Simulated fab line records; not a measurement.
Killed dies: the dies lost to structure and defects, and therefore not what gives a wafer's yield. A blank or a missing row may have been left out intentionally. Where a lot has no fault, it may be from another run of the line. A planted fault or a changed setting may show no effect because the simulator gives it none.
Comparing a struck lot with a sound one -- flow gf180mcu -- 22 steps out of a route of 602
Sound: the wafers L128.4, L128.5, L128.6. Wafers L135.2, L135.3, L135.6 were the ones struck. The cause is given at the end.
At each step with rows: each side's tool, then ch and its chambers, then its first start. Under that, the readings that differ: sound wafers -- struck wafers -- difference of the means -- sigmas: that difference in standard deviations of wafers without a fault.
alike: a reading whose means differ by less than 2 such deviations, as well as words and numbers matching on both sides. not compared: withheld readings; readings where some wafer has no value; bounds like >300 that might hide an equal value; numbers whose values overlap and for which the record gives no deviation.
The two part at a step that has a row with sigmas, a row that says differs or no value, or rows on one side only. When numbers do not overlap yet have no deviation, they are printed without sigmas and do not part them. A reading missing from all wafers of one side parts the sides only when that side holds two or more wafers.

first, 5 steps without rows for these wafers: GF_MVSD_COAT_02 (resist thk 3000 nm); GF_MVSD_SOFTBAKE_03; GF_MVSD_EXPOSE_04 (exposes mask MVSD, target cd 1000 nm); GF_MVSD_PEB_05; GF_MVSD_DEVELOP_06 (develop time 60 s).
GF_MVSD_OVL_MEAS_07:
  sound on overlay-02 at day 4 16:29; struck on overlay-02 at day 6 11:51
  alike: MVSD_OVL
then, 2 steps without rows for these wafers: GF_MVSD_IMPLANT_08; GF_MVSD_IMPLANT_09.
GF_MVSD_STRIP_10: strips in O2/N2.
  sound on plasma_asher-01 ch 0,1, day 4 16:50; struck on plasma_asher-01 ch 0,1, day 6 12:11
  alike: drypump_motor_current_A, heater_power_w, n2_flow_sccm, oes_product_au, strip_time_to_endpoint_s
  not compared: rf_hours_counter_h
GF_MVSD_TW_MEAS_11:
  sound on film_metro-03 at day 4 16:56; struck on film_metro-01 at day 6 12:17
  alike: MVSD_TW
then, 2 steps without rows for these wafers: GF_MVPSD_DEHYDRATE_00 (time 60 s); GF_MVPSD_HMDS_01 (prime time 60 s).
GF_MVPSD_COAT_02: resist thk 3000 nm.
  sound on litho_track-01 ch 0, day 4 23:24; struck on litho_track-02 ch 0, day 6 19:44
reading,sound,struck,difference,sigmas
model.coat_of_MVPSD_COAT_02.thk_nm (nm),3002 3017 3017,1117 1118 1117,-1895,
  alike: spin_speed_rpm
then, 3 steps without rows for these wafers: GF_MVPSD_SOFTBAKE_03; GF_MVPSD_EXPOSE_04 (exposes mask MVPSD, target cd 1000 nm); GF_MVPSD_PEB_05.
GF_MVPSD_DEVELOP_06: develop time 60 s.
  sound: litho_track-04 ch 0; struck: litho_track-04 ch 0
reading,sound,struck,difference,sigmas
model.coat_of_MVPSD_COAT_02.thk_nm (nm),3001 3016 3016,1116 1117 1116,-1895,
GF_MVPSD_OVL_MEAS_07:
  sound on overlay-02 at day 5 06:31; struck on overlay-01 at day 7 03:42
  alike: MVPSD_OVL
then, 2 steps without rows for these wafers: GF_MVPSD_IMPLANT_08; GF_MVPSD_IMPLANT_09.
GF_MVPSD_STRIP_10: strips in O2/N2.
  sound on plasma_asher-02 ch 0,1, day 5 06:52; struck on plasma_asher-02 ch 0,1, day 7 04:02
reading,sound,struck,difference,sigmas
strip_time_to_endpoint_s (s),36.98 37.15 37.15,14.92 14.93 14.91,-22.17,-99 or more
  alike: drypump_motor_current_A, heater_power_w, n2_flow_sccm, oes_product_au
  not compared: rf_hours_counter_h
GF_MVPSD_TW_MEAS_11:
  sound on film_metro-03 at day 5 06:58; struck on film_metro-03 at day 7 04:08
  alike: MVPSD_TW

WHERE THEY PART
Within this record, at GF_MVPSD_STRIP_10 only. Later steps at which nothing parts them and some readings are alike: GF_MVPSD_TW_MEAS_11.

WHY: the cause the simulator had injected
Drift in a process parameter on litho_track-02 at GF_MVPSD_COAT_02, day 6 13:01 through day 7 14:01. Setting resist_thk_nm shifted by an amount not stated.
